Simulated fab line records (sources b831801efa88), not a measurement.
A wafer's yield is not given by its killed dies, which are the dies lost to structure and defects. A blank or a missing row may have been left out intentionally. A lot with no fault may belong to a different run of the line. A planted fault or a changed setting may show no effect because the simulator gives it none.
Lot-split experiment | flow gf180mcu | route with 602 steps; 5 lots, 23 wafers read

== SPLIT DETAILS ==
At GF_NSD_DEVELOP_06 (develop time 60 s), the setting dev-temp-c was moved away from the recipe's 23 C on 8 of the 23 wafers read, by -10.4% to +5.4%. This setting was run at the recipe's value on the other wafers.

There is no step in the file separating the split from the reading.

== THE READING ==
cd-nm, in nm, at GF_NSD_CD_MEAS_07 (target cd 400 nm). Typical for fault-free wafers on this fab line: 400.5 nm, with standard deviation 2 nm.

wafer  | tool, chamber at the split | dev-temp-c as run, C | against the recipe | cd-nm, nm | against lot-mates on the recipe
L074.1 | litho-track-01, 0          | 23                   | recipe             | 400.1     | -
L074.4 | litho-track-01, 0          | 23                   | recipe             | 400.5     | -
L074.6 | litho-track-01, 0          | 23                   | recipe             | 401.2     | -
L078.1 | litho-track-03, 0          | 23                   | recipe             | 400.1     | -
L078.2 | litho-track-03, 0          | 23                   | recipe             | 403.4     | -
L078.3 | litho-track-03, 0          | 23                   | recipe             | 403.2     | -
L078.4 | litho-track-03, 0          | 23                   | recipe             | 402.2     | -
L078.6 | litho-track-03, 0          | 23                   | recipe             | 400.6     | -
L079.1 | litho-track-01, 0          | 23                   | recipe             | 396.0     | -
L079.2 | litho-track-01, 0          | 21.55                | -6.3%              | 404.7     | +7.8
L079.3 | litho-track-01, 0          | 21.55                | -6.3%              | 402.7     | +5.8
L079.5 | litho-track-01, 0          | 21.55                | -6.3%              | 402.8     | +5.9
L079.6 | litho-track-01, 0          | 23                   | recipe             | 397.7     | -
L082.1 | litho-track-02, 0          | 24.25                | +5.4%              | 393.8     | -4.0
L082.3 | litho-track-02, 0          | 23                   | recipe             | 397.0     | -
L082.4 | litho-track-02, 0          | 23                   | recipe             | 397.7     | -
L082.5 | litho-track-02, 0          | 23                   | recipe             | 398.8     | -
L082.6 | litho-track-02, 0          | 24.25                | +5.4%              | 394.8     | -3.0
L085.1 | litho-track-03, 0          | 23                   | recipe             | 399.3     | -
L085.2 | litho-track-03, 0          | 20.61                | -10.4%             | 408.6     | +10.0
L085.4 | litho-track-03, 0          | 20.61                | -10.4%             | 409.0     | +10.4
L085.5 | litho-track-03, 0          | 23                   | recipe             | 398.0     | -
L085.6 | litho-track-03, 0          | 20.61                | -10.4%             | 407.9     | +9.2

THE FIT
A straight line over all 23 wafers: cd-nm changes by -0.82 nm for each +1% of dev-temp-c; r = -0.89; the points scatter about the line by 2 nm.
The same after taking each lot's own level away (the mean of its wafers on the recipe; 23 wafers): -0.913 nm for each +1%; r = -0.97; scatter 1 nm.
The reading moves by 9.5 nm for the largest change in dev-temp-c, on that fit.
Across the lots, their own levels run from 396.85 to 401.90 nm, a range of 2.5 times the standard deviation given above.
Thus the slope moves with the lot-to-lot level: the two fits are different.
Check: for one of the wafers moved furthest among these (-10.4%), held out of the fit, the line's prediction against its lot-mates is +9.71 nm. Against them it came out at +9.95 nm.

== OTHER SPLITS ON THESE WAFERS ==
Other splits were also applied to these wafers ahead of the reading. Each is held against what the fit with the lots' levels taken away leaves over:
other split on the same wafers | wafers away from the commonest value | r with cd-nm (lot level and that fit taken away)
GF_POLY_GATE_PEB_08 peb-time-s | 7                                    | -0.05
GF_HV_LDD_EXPOSE_16 dose-mj    | 7                                    | -0.17
GF_HV_LDD_IMPLANT_48 dose-cm2  | 5                                    | +0.33
GF_HV_LDD_CVD_56 temp-c        | 15                                   | +0.10

== FILE'S OWN FIT ==
cd-nm changes by -0.919 nm for each +1% of dev-temp-c, r = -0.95.
